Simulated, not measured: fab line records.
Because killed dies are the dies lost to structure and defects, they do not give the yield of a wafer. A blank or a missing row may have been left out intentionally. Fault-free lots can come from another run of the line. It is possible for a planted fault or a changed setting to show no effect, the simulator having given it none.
Problem report in the 8D (eight disciplines) form, filled by code :: flow gf180mcu :: the parts of the form that need people (team, actions taken, sign-off) are left out

## 1. PROBLEM STATEMENT
HV_LDD_3_TW at GF_HV_LDD_TW_MEAS_38 reads a mean of 30 on 6 wafers of 2 lots; wafers without a fault read 1445 with a standard deviation of 5.6. That is -99 or more standard deviations from the usual mean.
Earliest sighting: wafer L175.1 on film metro-04 at day 13 14:36. The record has a number at this step for 36 wafers belonging to 12 lots. Rule for "out", or "out of limits": more than 4 standard deviations from the usual mean. The rest of the wafers with a number are treated as sound.

## 2. WHAT IT IS; WHAT IT IS NOT
question: which readings at this step
is: HV_LDD_3_TW
is not: -

question: which lots
is: L175, L177
is not: L171, L172, L173, L174, L185, L187, L189, L191, L192, L193

question: which wafers of those lots
is: all that have a number
is not: -

question: read on which gauges
is: film metro-03, film metro-04
is not: film metro-01

question: when
is: from day 13 14:36
is not: up to then (12 sound wafers); but 18 sound wafers of L185, L187, L189, L191, L192, L193 came after

## 3. WHAT RULES OUT EACH SUSPECT
Counting: a tool at a process step up to the reading stays a suspect if it ran every lot that is out and no sound lot after the first of them.
- the gauge at GF_HV_LDD_TW_MEAS_38 has been ruled out. Those wafers that are out were read across 2 gauges (film metro-03, film metro-04).
- litho track-04 at GF_HV_LDD_DEVELOP_30 (develop time 60 s): ruled out as a lasting fault. After its first lot that is out, L175 (day 13 13:35), sound lots L191 ran on it.
Left after counting: nothing in the record.

## 4. THE CAUSE (what the simulator had put in)
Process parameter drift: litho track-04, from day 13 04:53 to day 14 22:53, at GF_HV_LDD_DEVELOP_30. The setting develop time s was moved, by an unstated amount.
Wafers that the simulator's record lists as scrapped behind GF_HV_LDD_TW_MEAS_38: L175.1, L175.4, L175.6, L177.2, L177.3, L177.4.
The count ruled it out by mistake, since the rule takes a fault to strike every lot its tool runs from the start of the fault on, and this one did not do so.

## 5. THE CHAIN OF EFFECTS, in route order
Each row: a reading where the mean over the struck wafers with a number is more than 3 standard deviations away from the usual. Readings are gone through only where the record gives a usual standard deviation; hours: the median, over the lots, of the time from a lot's start at the first step in this table giving one to that lot's start at this step; sigmas: the change measured in usual standard deviations.
hours: 0
step: GF_HV_LDD_TW_MEAS_38
reading: HV_LDD_3_TW
usual: 1445
on struck wafers: 30
change: -1415
sigmas: -99 or more
Readings that are blank on the struck wafers while sound wafers have them: cd nm at GF_HV_LDD_CD_MEAS_31; HV_LDD_02_OVL at GF_HV_LDD_OVL_MEAS_32.

## 6. HOW IT WOULD HAVE BEEN CAUGHT EARLIER
10 hours passed between the start of the fault at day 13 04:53 and the first reading out of limits at a measuring or inspecting step in this record, taken at day 13 14:36.
Between GF_HV_LDD_DEVELOP_30 and GF_HV_LDD_TW_MEAS_38, GF_HV_LDD_CD_MEAS_31 gave no cd nm and GF_HV_LDD_OVL_MEAS_32 gave no HV_LDD_02_OVL on the struck wafers, where sound wafers have one: a measuring or inspecting step that comes back empty is itself a sign.
